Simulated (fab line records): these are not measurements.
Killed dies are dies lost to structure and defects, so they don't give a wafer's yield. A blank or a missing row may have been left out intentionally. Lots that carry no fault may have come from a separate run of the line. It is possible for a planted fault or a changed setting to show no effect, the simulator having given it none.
Which tool is to blame? | flow gf180mcu | 10 lots with 30 wafers sampled at 6 steps, on a route of 602 steps

== WHAT THE GAUGES SHOWED, per wafer ==
GF_MIM_RS_MEAS_10: the measuring method here is four-point-probe. Usual: for MIM_ALCU_RS the level is 0.1606 ohm/sq and the standard deviation is 0.0017.
lot  | measured     | on            | MIM_ALCU_RS (ohm/sq) | flag
L829 | day 26 16:31 | film-metro-01 | 0.1603 0.1601 0.1626 |
L830 | day 27 05:16 | film-metro-02 | 0.1615 0.1595 0.1607 |
L831 | day 27 07:19 | film-metro-01 | 0.1614 0.1596 0.1596 |
L833 | day 28 04:55 | film-metro-01 | 0.1610 0.1600 0.1608 |
L836 | day 28 23:19 | film-metro-01 | 0.1601 0.1632 0.1598 |
L837 | day 29 05:35 | film-metro-04 | 0.1609 0.1614 0.1607 |
L839 | day 29 17:10 | film-metro-01 | 0.1595 0.1600 0.1589 |
L845 | day 31 08:33 | film-metro-04 | 0.1579 0.1571 0.1573 |
L848 | day 32 01:43 | film-metro-01 | 0.1607 0.1629 0.1764 | OFF
L852 | day 32 20:04 | film-metro-04 | 0.1619 0.1598 0.1606 |

GF_MIM_THK_MEAS_11: measures by xrf. Usual: for MIM_ALCU_THK the level is 196.0 nm and the standard deviation is 2.3.
lot  | measured     | on            | MIM_ALCU_THK (nm) | flag
L829 | day 26 16:38 | film-metro-01 | 194.1 195.3 194.4 |
L830 | day 27 05:23 | film-metro-02 | 194.9 196.7 196.2 |
L831 | day 27 07:26 | film-metro-01 | 193.0 196.9 197.6 |
L833 | day 28 05:02 | film-metro-01 | 194.1 196.8 195.3 |
L836 | day 28 23:26 | film-metro-01 | 195.1 193.2 196.3 |
L837 | day 29 05:42 | film-metro-04 | 195.9 196.2 196.0 |
L839 | day 29 17:17 | film-metro-01 | 195.4 195.6 196.6 |
L845 | day 31 08:40 | film-metro-04 | 199.2 199.8 201.0 |
L848 | day 32 01:49 | film-metro-01 | 194.3 193.1 181.4 |
L852 | day 32 20:10 | film-metro-04 | 195.0 197.7 197.0 |

== WHICH TOOL RAN EACH LOT (tool, then ch and the chambers of the sampled wafers, then the start) ==
lot  | GF_MIM_SPUTTER_00            | GF_MIM_SPUTTER_01            | GF_MIM_SPUTTER_04            | GF_MIM_SPUTTER_08
L829 | pvd-sputter-01, day 26 16:05 | pvd-sputter-01, day 26 16:11 | pvd-sputter-01, day 26 16:16 | pvd-sputter-02, day 26 16:27
L830 | pvd-sputter-04, day 27 04:51 | pvd-sputter-04, day 27 04:57 | pvd-sputter-04, day 27 05:02 | pvd-sputter-02, day 27 05:13
L831 | pvd-sputter-02, day 27 06:53 | pvd-sputter-02, day 27 06:59 | pvd-sputter-02, day 27 07:04 | pvd-sputter-04, day 27 07:15
L833 | pvd-sputter-01, day 28 04:29 | pvd-sputter-01, day 28 04:35 | pvd-sputter-01, day 28 04:40 | pvd-sputter-04, day 28 04:50
L836 | pvd-sputter-04, day 28 22:41 | pvd-sputter-04, day 28 22:47 | pvd-sputter-04, day 28 22:52 | pvd-sputter-04, day 28 23:14
L837 | pvd-sputter-04, day 29 05:10 | pvd-sputter-04, day 29 05:16 | pvd-sputter-04, day 29 05:21 | pvd-sputter-01, day 29 05:32
L839 | pvd-sputter-02, day 29 16:46 | pvd-sputter-02, day 29 16:52 | pvd-sputter-02, day 29 16:56 | pvd-sputter-01, day 29 17:07
L845 | pvd-sputter-04, day 31 08:07 | pvd-sputter-04, day 31 08:13 | pvd-sputter-04, day 31 08:18 | pvd-sputter-01, day 31 08:29
L848 | pvd-sputter-04, day 32 01:17 | pvd-sputter-04, day 32 01:23 | pvd-sputter-04, day 32 01:28 | pvd-sputter-02, day 32 01:38
L852 | pvd-sputter-02, day 32 19:37 | pvd-sputter-02, day 32 19:43 | pvd-sputter-02, day 32 19:47 | pvd-sputter-04, day 32 19:58
- GF_MIM_SPUTTER_00: material Ti, target thk 37.5 nm, time 150 s.
- GF_MIM_SPUTTER_01: material TiN, target thk 30 nm, time 25 s.
- GF_MIM_SPUTTER_04: material TiN, target thk 50 nm, time 41.7 s.
- GF_MIM_SPUTTER_08: material AlCu, target thk 200 nm, time 10.6 s.

== WHAT THE TOOLS THEMSELVES READ (means of the sampled wafers that have a number; where no wafer has one, the mark that the record gives instead) ==
GF_MIM_SPUTTER_00. Usual: chamber-pressure-pa 1.999 Pa, standard deviation 0.0042; throttle-valve-pct 30.0 %, standard deviation 1.2.
lot  | tool           | chamber-pressure-pa (Pa) | throttle-valve-pct (%) | flag
L829 | pvd-sputter-01 | 1.999                    | 29.7                   |
L830 | pvd-sputter-04 | 1.999                    | 29.6                   |
L831 | pvd-sputter-02 | 1.999                    | 28.0                   |
L833 | pvd-sputter-01 | 1.999                    | 29.7                   |
L836 | pvd-sputter-04 | 2.000                    | 30.9                   |
L837 | pvd-sputter-04 | 2.000                    | 30.6                   |
L839 | pvd-sputter-02 | 2.000                    | 28.3                   |
L845 | pvd-sputter-04 | 1.999                    | 29.4                   |
L848 | pvd-sputter-04 | 2.000                    | 29.3                   |
L852 | pvd-sputter-02 | 1.995                    | 29.8                   |

GF_MIM_SPUTTER_01. Usual: chamber-pressure-pa 0.4000 Pa, standard deviation 0.00081; throttle-valve-pct 30.0 %, standard deviation 1.2.
lot  | tool           | chamber-pressure-pa (Pa) | throttle-valve-pct (%) | flag
L829 | pvd-sputter-01 | 0.4001                   | 29.8                   |
L830 | pvd-sputter-04 | 0.3998                   | 29.7                   |
L831 | pvd-sputter-02 | 0.4001                   | 28.2                   |
L833 | pvd-sputter-01 | 0.3996                   | 30.0                   |
L836 | pvd-sputter-04 | 0.3999                   | 30.8                   |
L837 | pvd-sputter-04 | 0.4001                   | 30.6                   |
L839 | pvd-sputter-02 | 0.3993                   | 28.3                   |
L845 | pvd-sputter-04 | 0.3994                   | 29.4                   |
L848 | pvd-sputter-04 | 0.3995                   | 29.6                   |
L852 | pvd-sputter-02 | 0.4006                   | 30.0                   |

GF_MIM_SPUTTER_04. Usual: chamber-pressure-pa 0.4000 Pa, standard deviation 0.00088; throttle-valve-pct 30.0 %, standard deviation 1.2.
lot  | tool           | chamber-pressure-pa (Pa) | throttle-valve-pct (%) | flag
L829 | pvd-sputter-01 | 0.4000                   | 29.8                   |
L830 | pvd-sputter-04 | 0.3994                   | 29.7                   |
L831 | pvd-sputter-02 | 0.3993                   | 28.2                   |
L833 | pvd-sputter-01 | 0.4004                   | 30.0                   |
L836 | pvd-sputter-04 | 0.4000                   | 30.9                   |
L837 | pvd-sputter-04 | 0.3989                   | 30.7                   |
L839 | pvd-sputter-02 | 0.4003                   | 28.4                   |
L845 | pvd-sputter-04 | 0.4000                   | 29.4                   |
L848 | pvd-sputter-04 | 0.3998                   | 29.5                   |
L852 | pvd-sputter-02 | 0.3997                   | 30.1                   |

GF_MIM_SPUTTER_08. Usual: chamber-pressure-pa 0.4000 Pa, standard deviation 0.00078; throttle-valve-pct 29.8 %, standard deviation 1.2.
lot  | tool           | chamber-pressure-pa (Pa) | throttle-valve-pct (%) | flag
L829 | pvd-sputter-02 | 0.4003                   | 30.0                   |
L830 | pvd-sputter-02 | 0.3994                   | 29.3                   |
L831 | pvd-sputter-04 | 0.4012                   | 28.9                   |
L833 | pvd-sputter-04 | 0.3995                   | 29.4                   |
L836 | pvd-sputter-04 | 0.3996                   | 31.5                   |
L837 | pvd-sputter-01 | 0.3999                   | 30.4                   |
L839 | pvd-sputter-01 | 0.4006                   | 29.3                   |
L845 | pvd-sputter-01 | 0.4000                   | 30.4                   |
L848 | pvd-sputter-02 | 0.4499                   | 28.4                   | OFF
L852 | pvd-sputter-04 | 0.3996                   | 31.4                   |

== THE ANSWER, worked out from the rows above alone ==
Rule: a lot counts as off when the mean over its wafers that have a number is more than 3 standard deviations away from the usual mean. Also off: a lot with no number at a reading for which 4 or more lots have one. Where the step has rows for the other lots, those lots are counted as sound. After the gauges, taken in route order, come the tools' own readings; for these a lot's mean is taken, as printed above. The first step at which some lot is off is used, and at that step the reading that is off furthest; a lot without a number counts as furthest.
Off: L848, at GF_MIM_RS_MEAS_10 (MIM_ALCU_RS).
A tool fits if, at a process step before that reading, it ran every lot that is off, and no sound lot after the first of them. Not tried: the gauges at GF_MIM_RS_MEAS_10; whatever is off there is also off at GF_MIM_SPUTTER_08, on other tools, and gauge error can't account for it. This does not decide it: 2 tools fit, namely pvd-sputter-04 at GF_MIM_SPUTTER_00 and GF_MIM_SPUTTER_01 and GF_MIM_SPUTTER_04 and pvd-sputter-02 at GF_MIM_SPUTTER_08.

== WHAT HAD BEEN PUT IN BY THE SIMULATOR ==
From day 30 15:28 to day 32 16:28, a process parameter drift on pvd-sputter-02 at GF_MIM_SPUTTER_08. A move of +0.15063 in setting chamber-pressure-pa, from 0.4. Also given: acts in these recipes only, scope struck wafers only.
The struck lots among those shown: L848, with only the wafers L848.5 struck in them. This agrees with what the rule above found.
